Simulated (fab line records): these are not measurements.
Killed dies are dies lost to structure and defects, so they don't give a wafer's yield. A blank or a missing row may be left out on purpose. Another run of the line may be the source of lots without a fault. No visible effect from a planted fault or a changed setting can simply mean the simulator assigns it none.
Comparing a struck lot with a sound one    flow gf180mcu    16 out of 602 route steps
Sound: the wafers L762.1, L762.2, L762.6. Struck: wafer L767.5. (L767.3 of the same lot was not struck and is left out.) The cause comes at the end.
Order at every step that has rows: each side's tool, ch and its chambers, its first start. Under that, the readings that differ: sound wafers    struck wafers    difference of the means    sigmas: that difference in standard deviations of wafers without a fault.
alike: readings with means less than 2 such deviations apart, plus words and numbers identical on both sides. not compared: withheld readings, readings lacking a value on some wafer, bounds such as >300 that could conceal the same value, and numbers that have no deviation in the record and whose values overlap.
The two part at a step that has a row with sigmas, a row that says differs or no value, or rows on one side only. Non-overlapping numbers with no deviation appear without sigmas and do not part them. A reading that every wafer of one side lacks parts them only if that side has two wafers or more.

first, 1 step without rows for these wafers: GF_STI_OXIDATION_01 (stabilise 600 s, purge 300 s, target thk 10 nm).
GF_STI_THK_MEAS_02:
  sound: film-metro-02 at day 1 12:30; struck: film-metro-01 at day 2 13:37
  alike: STI_OXIDATION_THK
then, 1 step without rows for these wafers: GF_STI_CVD_03 (deposits Si3N4 from DCS/NH3, target thk 207.16 nm, time 3551 s).
GF_STI_THK_MEAS_04:
  sound: film-metro-01 at day 1 14:32; struck: film-metro-01 at day 2 16:12
  alike: STI_CVD_03_THK
then, 7 steps without rows for these wafers: GF_STI_DEHYDRATE_05 (time 60 s); GF_STI_HMDS_06 (prime time 60 s); GF_STI_COAT_07 (resist thk 700 nm); GF_STI_SOFTBAKE_08 (time 60 s); GF_STI_EXPOSE_09 (exposes mask COMP, target cd 220 nm); GF_STI_PEB_10 (peb time 90 s); GF_STI_DEVELOP_11 (develop time 60 s).
GF_STI_CD_MEAS_12: target cd 220 nm.
  sound: cd-sem-01 at day 2 01:52; struck: cd-sem-02 at day 3 04:28
reading     sound              struck  difference  sigmas
cd-nm (nm)  221.3 222.0 221.0  218.8   -2.6        -2
GF_STI_ETCH_13: etches the open film in CHF3/O2, stops on Si, target depth 282.31 nm, time 112.9 s.
  sound on rie-diel-02 ch 0,1,3, day 2 01:59; struck on rie-diel-04 ch 0, day 3 04:33
reading                               sound              struck   difference  sigmas
oes-product-au (a.u.)                 0.841 0.839 0.837  0.805    -0.034      -6
over-etch-frac                        0.3 0.3 0.3        0.38993  +0.08993    
model.KrF_of_STI_COAT_07.thk-nm (nm)  438.7 435.4 444.4  427.4    -12.1       
  alike: drypump-motor-current-A, rf-fwd-power-W, throttle-valve-pct
  not compared: rf-hours-counter-h
GF_STI_ETCH_14: etches Si in HBr/Cl2/O2, target depth 360 nm, time 102.9 s.
  sound on rie-si-01 ch 0,1,2, day 2 02:04; struck on rie-si-01 ch 2, day 3 04:38
reading                               sound                 struck  difference  sigmas
throttle-valve-pct (%)                25.676 25.664 25.669  25.639  -0.031      -3
model.KrF_of_STI_COAT_07.thk-nm (nm)  317.9 313.1 326.4     304.5   -14.6       
  alike: drypump-motor-current-A, oes-product-au, rf-fwd-power-W
  not compared: rf-hours-counter-h
GF_STI_STRIP_15: strips in O2/N2.
  sound on plasma-asher-01 ch 0,1, day 2 02:09; struck on plasma-asher-02 ch 0, day 3 04:44
reading                       sound           struck  difference  sigmas
drypump-motor-current-A (A)   6.00 6.41 6.43  5.64    -0.64       -2
strip-time-to-endpoint-s (s)  3.72 3.66 3.82  3.57    -0.16       -3
  alike: heater-power-w, oes-product-au
  not compared: rf-hours-counter-h
then, 1 step without rows for these wafers: GF_STI_CLEAN_16 (cleans in dHF, time 25 s).

## WHERE THEY PART
First at GF_STI_CD_MEAS_12; last, within this record, at GF_STI_STRIP_15.

WHY: whatever the simulator had introduced
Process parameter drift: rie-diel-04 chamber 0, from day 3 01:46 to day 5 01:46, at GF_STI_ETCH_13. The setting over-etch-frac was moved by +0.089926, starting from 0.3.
